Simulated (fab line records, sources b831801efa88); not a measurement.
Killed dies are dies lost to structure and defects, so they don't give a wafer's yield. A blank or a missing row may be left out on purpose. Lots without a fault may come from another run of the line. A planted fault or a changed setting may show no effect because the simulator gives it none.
Split-lot experiment | flow sky130 | 5 lots, 23 wafers read, on a route of 708 steps

THE SPLIT
At SKY_VT_ADJUST_LVTN_SOFTBAKE_14 (time 60 s), the setting temp_c was moved away from the recipe's 90 C on 9 of the 23 wafers read, by -3.5% to -1.5%. The other wafers ran this setting at the recipe's value.

FROM THE SPLIT TO THE READING: what the file shows between them, 2 steps
- SKY_VT_ADJUST_LVTN_EXPOSE_15: exposes mask HVN STD DERIVED, target cd 600 nm
- SKY_VT_ADJUST_LVTN_PEB_16

THE READING
NOVOLAK_of_VT_ADJUST_LVTN_COAT_13.thk_nm (the simulator's own value, which no gauge read), in nm, at SKY_VT_ADJUST_LVTN_DEVELOP_17 (develop time 60 s). The file gives no usual value for it. The 14 wafers here that ran the recipe average 1136 nm, standard deviation 1.7 nm.

wafer  | tool, chamber at the split | temp_c as run, C | against the recipe | NOVOLAK_of_VT_ADJUST_LVTN_COAT_13.thk_nm, nm | against lot-mates on the recipe
L074.1 | litho_track-03, 0          | 90               | recipe             | 1136                                         | -
L074.2 | litho_track-03, 0          | 86.82            | -3.5%              | 1144                                         | +6
L074.4 | litho_track-03, 0          | 86.82            | -3.5%              | 1147                                         | +9
L074.5 | litho_track-03, 0          | 90               | recipe             | 1137                                         | -
L074.6 | litho_track-03, 0          | 90               | recipe             | 1140                                         | -
L076.1 | litho_track-03, 0          | 87.83            | -2.4%              | 1147                                         | +11
L076.2 | litho_track-03, 0          | 87.83            | -2.4%              | 1143                                         | +7
L076.3 | litho_track-03, 0          | 90               | recipe             | 1137                                         | -
L076.4 | litho_track-03, 0          | 90               | recipe             | 1135                                         | -
L076.5 | litho_track-03, 0          | 87.83            | -2.4%              | 1142                                         | +6
L080.1 | litho_track-04, 0          | 90               | recipe             | 1135                                         | -
L080.2 | litho_track-04, 0          | 90               | recipe             | 1137                                         | -
L080.3 | litho_track-04, 0          | 90               | recipe             | 1134                                         | -
L083.1 | litho_track-03, 0          | 90               | recipe             | 1138                                         | -
L083.2 | litho_track-03, 0          | 88.64            | -1.5%              | 1138                                         | +1
L083.3 | litho_track-03, 0          | 88.64            | -1.5%              | 1137                                         | +0
L083.4 | litho_track-03, 0          | 90               | recipe             | 1135                                         | -
L083.6 | litho_track-03, 0          | 90               | recipe             | 1139                                         | -
L085.1 | litho_track-01, 0          | 86.98            | -3.4%              | 1142                                         | +6
L085.2 | litho_track-01, 0          | 86.98            | -3.4%              | 1145                                         | +9
L085.3 | litho_track-01, 0          | 90               | recipe             | 1136                                         | -
L085.4 | litho_track-01, 0          | 90               | recipe             | 1137                                         | -
L085.5 | litho_track-01, 0          | 90               | recipe             | 1134                                         | -

THE FIT
A straight line over all 23 wafers: NOVOLAK_of_VT_ADJUST_LVTN_COAT_13.thk_nm changes by -2.48 nm for each +1% of temp_c; r = -0.87; the points scatter about the line by 2.1 nm.
The same after taking each lot's own level away (the mean of its wafers on the recipe; 23 wafers): -2.44 nm for each +1%; r = -0.86; scatter 2.1 nm.
On that fit, the largest move of temp_c shifts the reading by 8.6 nm.
The lots' own levels span 1135.3 to 1137.7 nm, that is 1.4 times the standard deviation above.
So the lot-to-lot level changes the slope little: the two slopes agree.
Check: with one of the wafers moved furthest among these (-3.5%) left out of the fit, the line predicts +8.96 nm for it against its lot-mates. It came out at +6.33 nm against them.

OTHER SPLITS ON THESE WAFERS
These wafers also went through other splits before the reading. Each is held against what the fit with the lots' levels taken away leaves over:
other split on the same wafers      | wafers away from the commonest value | r with NOVOLAK_of_VT_ADJUST_LVTN_COAT_13.thk_nm (lot level and that fit taken away)
SKY_FIELD_ISO_OXIDATION_01 temp_c   | 18                                   | +0.05
SKY_FIELD_ISO_EXPOSE_10 dose_mj     | 5                                    | +0.36
SKY_DNWELL_COAT_02 resist_thk_nm    | 5                                    | -0.16
SKY_NWELL_IMPLANT_11 dose_cm2       | 5                                    | -0.03
SKY_NWELL_IMPLANT_24 dose_cm2       | 8                                    | +0.01
SKY_VT_ADJUST_LVTN_COAT_02 spin_rpm | 9                                    | -0.26

THE FILE'S OWN FIT
NOVOLAK_of_VT_ADJUST_LVTN_COAT_13.thk_nm changes by -2.35 nm for each +1% of temp_c, r = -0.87.
